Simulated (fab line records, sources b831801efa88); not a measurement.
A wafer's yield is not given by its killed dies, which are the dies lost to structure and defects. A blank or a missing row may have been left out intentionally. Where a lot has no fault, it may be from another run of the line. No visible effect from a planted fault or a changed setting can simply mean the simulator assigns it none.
Code-filled problem report in 8D (eight disciplines) form    flow sky130    the parts of the form that need people (team, actions taken, sign-off) are left out

1. WHAT WENT WRONG
killed_at_M0_to_M3 at SKY_PAD_OPEN_PROBE_99 reads a mean of 224 on 3 wafers of 3 lots; wafers without a fault read 43 with a standard deviation of 7.2. That puts it +25 standard deviations away from the usual mean.
First seen on wafer L295.3, day 48 19:02, on prober-01. At this step, 36 wafers from 12 lots have a number in the record. The rule behind "out" and "out of limits": a value lying over 4 standard deviations away from the usual mean. Any other wafer with a number is counted as sound.

2. WHAT IT IS; WHAT IT IS NOT
question                     is                                                                                                                                                      is not
which readings at this step  killed_at_M0_to_M3, defectLimitedYield, killedDies, killedOnRim, sort_bin_3_pad_short, sort_bin_5_function, sort_bin_6_memory, sortNPass, sortYieldPct  killed_at_M4_up, killedAtContacts, killedAtFrontEnd, killedAtOther
which lots                   L295, L296, L299                                                                                                                                        L283, L284, L285, L286, L287, L288, L292, L293, L303
which wafers of those lots   L295.3, L296.1, L299.2                                                                                                                                  L295.2, L295.4, L296.3, L296.4, L299.3, L299.4
read on which tools          prober-01, prober-02                                                                                                                                    -
when                         from day 48 19:02                                                                                                                                       up to then (25 sound wafers); but 8 sound wafers of L295, L296, L299, L303 came after

3. WHAT RULES OUT EACH SUSPECT
Counting: any tool at a process step up to the reading remains a suspect provided it ran every lot that is out. Sound lots after the first of them don't rule it out here, since some wafers of a struck lot are sound.
- cmp-02 at SKY_VIA3_CMP_24 (polishes, stops on SiO2, t overpolish 20 s, target thk 0 nm): kept. It processed each lot that is out (first: L295, day 43 05:19); up to then, its last sound lot is L292 (day 42 21:39).
- Within cmp-02 at SKY_VIA3_CMP_24: the wafers that are out ran in chamber 1; their sound lot-mates ran in chambers 0, 2, 3.
Left after counting: cmp-02 at SKY_VIA3_CMP_24.

4. THE CAUSE (what the simulator had put in)
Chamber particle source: cmp-02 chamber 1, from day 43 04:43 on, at SKY_VIA3_CMP_24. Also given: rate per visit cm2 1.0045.
After counting, this tool was the only one left.

5. SEQUENCE OF EFFECTS, ordered by route
One row per reading whose mean, taken over the struck wafers that have a number, lies over 3 standard deviations from the usual. Scope: only readings with a usual standard deviation given in the record; hours: median across lots of the time from each lot's start at the first step in this table that gives one to its start at this step; sigmas: change in usual standard deviations.
hours  step                   reading               usual   on struck wafers  change  sigmas
0      SKY_PAD_OPEN_PROBE_99  defectLimitedYield    82.7 %  48.5              -34.2   -16
0      SKY_PAD_OPEN_PROBE_99  killed_at_M0_to_M3    43      224               +181    +25
0      SKY_PAD_OPEN_PROBE_99  killedDies            85      254               +169    +17
0      SKY_PAD_OPEN_PROBE_99  killedOnRim           16      50                +34     +8.2
0      SKY_PAD_OPEN_PROBE_99  sort_bin_3_pad_short  0.8 %   4.0               +3.2    +8.3
0      SKY_PAD_OPEN_PROBE_99  sort_bin_5_function   10.2 %  32.4              +22.2   +15
0      SKY_PAD_OPEN_PROBE_99  sort_bin_6_memory     6.3 %   15.3              +9.0    +7.5
0      SKY_PAD_OPEN_PROBE_99  sortNPass             407     238               -169    -17
0      SKY_PAD_OPEN_PROBE_99  sortYieldPct          82.7 %  48.5              -34.2   -16
Process steps it contains:
- SKY_PAD_OPEN_PROBE_99

6. HOW IT WOULD HAVE BEEN CAUGHT EARLIER
First out-of-limits reading in this record: day 48 19:02, which is 134 hours after fault onset at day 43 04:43.
Of the tool readings at SKY_VIA3_CMP_24 for which the record gives a usual standard deviation, none was out on any struck wafer, so an alarm limit of 4 standard deviations on them would not have fired.
By day 48 19:02, every lot that is out (3) had started SKY_VIA3_CMP_24 on cmp-02. Tool hold at that time: it would have spared none of them.
